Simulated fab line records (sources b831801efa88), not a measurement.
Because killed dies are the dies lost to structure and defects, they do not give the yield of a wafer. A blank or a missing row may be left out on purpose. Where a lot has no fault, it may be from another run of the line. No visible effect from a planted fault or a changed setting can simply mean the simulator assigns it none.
Comparing a struck lot with a sound one :: flow sky130 :: 21 steps out of a route of 708
Sound: wafers L799.1, L799.2, L799.5. Struck: wafers L802.2, L802.6. At the end, the cause is stated.
Order at every step that has rows: each side's tool, ch and its chambers, its first start. Under that, the readings that differ: sound wafers :: struck wafers :: difference of the means :: sigmas: that difference in standard deviations of wafers without a fault.
alike: words and numbers the same on both sides, and readings whose means are apart by under 2 such deviations; not compared: readings that were withheld, readings missing a value for some wafer, numbers with overlapping values and no deviation given by the record, and bounds like >300 which may hide the same value.
The two part at a step that has a row with sigmas, a row that says differs or no value, or rows on one side only. Numbers that don't overlap but have no deviation are shown without sigmas and don't part them. A reading missing from all wafers of one side parts the sides only when that side holds two or more wafers.

first, 1 step without rows for these wafers: SKY_LDD_LDN_IMPLANT_11.
SKY_LDD_LDN_STRIP_12: strips in O2/N2.
  sound on plasmaAsher-03 ch 0,1, day 23 18:23; struck on plasmaAsher-01 ch 1, day 24 21:56
  alike: drypumpMotorCurrentA, oesProductAu, stripTimeToEndpointS
  not compared: rfHoursCounterH
SKY_LDD_LDN_TW_MEAS_13:
  sound on filmMetro-04, day 23 18:29; struck on filmMetro-01, day 24 22:03
  alike: LDD_LDN_TW
then, 2 steps without rows for these wafers: SKY_LDD_LDN_CLEAN_14 (cleans in SC1/SC2, time 150 s); SKY_SPACER_CVD_00 (deposits Si3N4 from DCS/NH3, target thk 43.1 nm, time 740 s).
SKY_SPACER_THK_MEAS_01:
  sound on filmMetro-03, day 23 21:25; struck on filmMetro-01, day 24 23:28
  alike: SPACER_CVD_00_THK
SKY_SPACER_ETCHBACK_02: etches Si3N4 in CH3F/O2, stops on SiO2, time 46.7 s, target depth 45 nm.
  sound on rieDiel-01 ch 1,2,3, day 23 21:29; struck on rieDiel-02 ch 1,2, day 24 23:31
  alike: drypumpMotorCurrentA, oesProductAu, throttleValvePct
  not compared: rfHoursCounterH
then, 5 steps without rows for these wafers: SKY_POLY_CUT_DEHYDRATE_00 (time 60 s); SKY_POLY_CUT_HMDS_01 (prime time 60 s); SKY_POLY_CUT_COAT_02 (resist thk 60 nm); SKY_POLY_CUT_COAT_03 (resist thk 450 nm); SKY_POLY_CUT_SOFTBAKE_04 (time 90 s).
SKY_POLY_CUT_EXPOSE_05: exposes mask NPCM, target cd 270 nm.
  sound on krfScanner-01 ch 0, day 24 12:47; struck on krfScanner-02 ch 0, day 25 14:33
  alike: mask
then, 2 steps without rows for these wafers: SKY_POLY_CUT_PEB_06; SKY_POLY_CUT_DEVELOP_07 (develop time 60 s).
SKY_POLY_CUT_CD_MEAS_08: the cd target is 270 nm.
  sound on cdSem-01, day 25 03:24; struck on cdSem-02, day 26 04:35
reading: cdNm (nm)
sound: 267.5 267.7 268.7
struck: 259.0 259.7
difference: -8.6
sigmas: -7
SKY_POLY_CUT_OVL_MEAS_09:
  sound on overlay-02, day 25 03:31; struck on overlay-01, day 26 04:41
  alike: POLY_CUT_OVL
SKY_POLY_CUT_ETCH_10: etches BARC in N2/H2, stops on SiO2, time 45.9 s, target depth 60 nm.
  sound on rieDiel-02 ch 1,2,3, day 25 03:34; struck on rieDiel-03 ch 0,3, day 26 04:43
reading: model.POLY_CUT.cdNm (nm)
sound: 266.9 266.5 268.3
struck: 258.3 259.9
difference: -8.1
sigmas: 
  alike: drypumpMotorCurrentA, h2FlowSccm, oesProductAu, throttleValvePct
  not compared: rfHoursCounterH
SKY_POLY_CUT_ETCH_11: etches Si3N4 in CF4/CH2F2/Ar, stops on poly-Si, time 42.5 s, target depth 60 nm.
  sound on rieDiel-02 ch 1,2,3, day 25 03:36; struck on rieDiel-03 ch 0,3, day 26 04:45
reading: model.POLY_CUT.cdNm (nm)
sound: 266.9 266.5 268.2
struck: 258.3 260
difference: -8.1
sigmas: 
  alike: drypumpMotorCurrentA, oesProductAu, throttleValvePct
  not compared: rfHoursCounterH
SKY_POLY_CUT_STRIP_12: strips in O2/N2.
  sound on plasmaAsher-02 ch 0,1, day 25 03:38; struck on plasmaAsher-02 ch 0, day 26 04:48
  alike: drypumpMotorCurrentA, oesProductAu, stripTimeToEndpointS
  not compared: rfHoursCounterH
-- here the record skips 21 days between the struck wafers' starts before and after, leaving off in module POLY_CUT and picking up in module PAD_OPEN (first step shown: number 708 of the route) --
SKY_PAD_OPEN_PROBE_99:
  sound on prober-01, day 46 10:52; struck on prober-02, day 47 02:37
reading: killedAtFrontEnd
sound: 10 17 9
struck: 20 27
difference: +12
sigmas: +2

reading: killedOnRim
sound: 14 10 16
struck: 25 26
difference: +12
sigmas: +3

reading: killedOpen
sound: 35 48 48
struck: 51 65
difference: +14
sigmas: +2
  alike: killed_at_M0_to_M3, killed_at_M4_up, killedAtContacts, killedAtOther, killedDies, killedShort

== WHERE THEY PART ==
First at SKY_POLY_CUT_CD_MEAS_08; last, within this record, at SKY_PAD_OPEN_PROBE_99.

WHY: whatever the simulator had introduced
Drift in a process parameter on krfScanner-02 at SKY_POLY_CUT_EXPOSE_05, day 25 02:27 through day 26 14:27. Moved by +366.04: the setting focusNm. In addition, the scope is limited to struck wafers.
